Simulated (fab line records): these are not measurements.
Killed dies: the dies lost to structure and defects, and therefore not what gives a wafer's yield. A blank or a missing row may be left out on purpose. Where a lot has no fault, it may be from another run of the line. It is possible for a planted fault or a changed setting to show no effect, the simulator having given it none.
Matching of chambers :: flow sky130 :: SKY_VIA1_CMP_02 on cmp-02 has 4 sister chambers
The step polishes SiO2. 8 wafers are shown with their chamber, then 12 later ones without.

== WAFERS PAIRED WITH THEIR CHAMBERS ==
wafer: L086.2
chamber: 3
motor_current_A (A): 14.6

wafer: L086.6
chamber: 1
motor_current_A (A): 12.4

wafer: L087.1
chamber: 0
motor_current_A (A): 9.3

wafer: L087.2
chamber: 1
motor_current_A (A): 13.2

wafer: L087.5
chamber: 2
motor_current_A (A): 12.2

wafer: L088.3
chamber: 0
motor_current_A (A): 9.5

wafer: L088.5
chamber: 2
motor_current_A (A): 12.3

wafer: L088.6
chamber: 3
motor_current_A (A): 14.7

== WAFERS WITHOUT THEIR CHAMBER ==
wafer: L089.2
motor_current_A (A): 8.9

wafer: L089.3
motor_current_A (A): 14.4

wafer: L089.6
motor_current_A (A): 15.1

wafer: L090.2
motor_current_A (A): 13.1

wafer: L090.4
motor_current_A (A): 15.2

wafer: L090.5
motor_current_A (A): 8.9

wafer: L094.1
motor_current_A (A): 14.7

wafer: L094.2
motor_current_A (A): 13.5

wafer: L094.3
motor_current_A (A): 8.9

wafer: L095.1
motor_current_A (A): 12.2

wafer: L095.4
motor_current_A (A): 14.3

wafer: L095.6
motor_current_A (A): 11.9

== THE CHAMBER EACH PASSED THROUGH ==
wafer: L089.2
from the rows above: 0
in truth: 0

wafer: L089.3
from the rows above: 3
in truth: 3

wafer: L089.6
from the rows above: 3
in truth: 3

wafer: L090.2
from the rows above: can't be placed: 1 or 2
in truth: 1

wafer: L090.4
from the rows above: 3
in truth: 3

wafer: L090.5
from the rows above: 0
in truth: 0

wafer: L094.1
from the rows above: 3
in truth: 3

wafer: L094.2
from the rows above: can't be placed: 1 or 3 or 2
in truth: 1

wafer: L094.3
from the rows above: 0
in truth: 0

wafer: L095.1
from the rows above: can't be placed: 2 or 1
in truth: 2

wafer: L095.4
from the rows above: 3
in truth: 3

wafer: L095.6
from the rows above: can't be placed: 2 or 1
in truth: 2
Placed correctly: 8 of 12. Not placeable from these rows: 4 (in 4, the candidates include the true chamber). Placed wrongly: 0.
How it was worked out, from the rows above alone: a wafer's distance from a chamber is the root of the sum, over the readings, of the square of ((its reading less the chamber's mean) divided by the reading's scatter). The wafer belongs to the nearest chamber; if the next one is less than 2 further off, it can't be placed. A chamber's mean is the mean of its shown wafers. The scatter: the root of (the sum of the squares of (reading less its chamber's mean) over the shown wafers, divided by (wafers less chambers)).
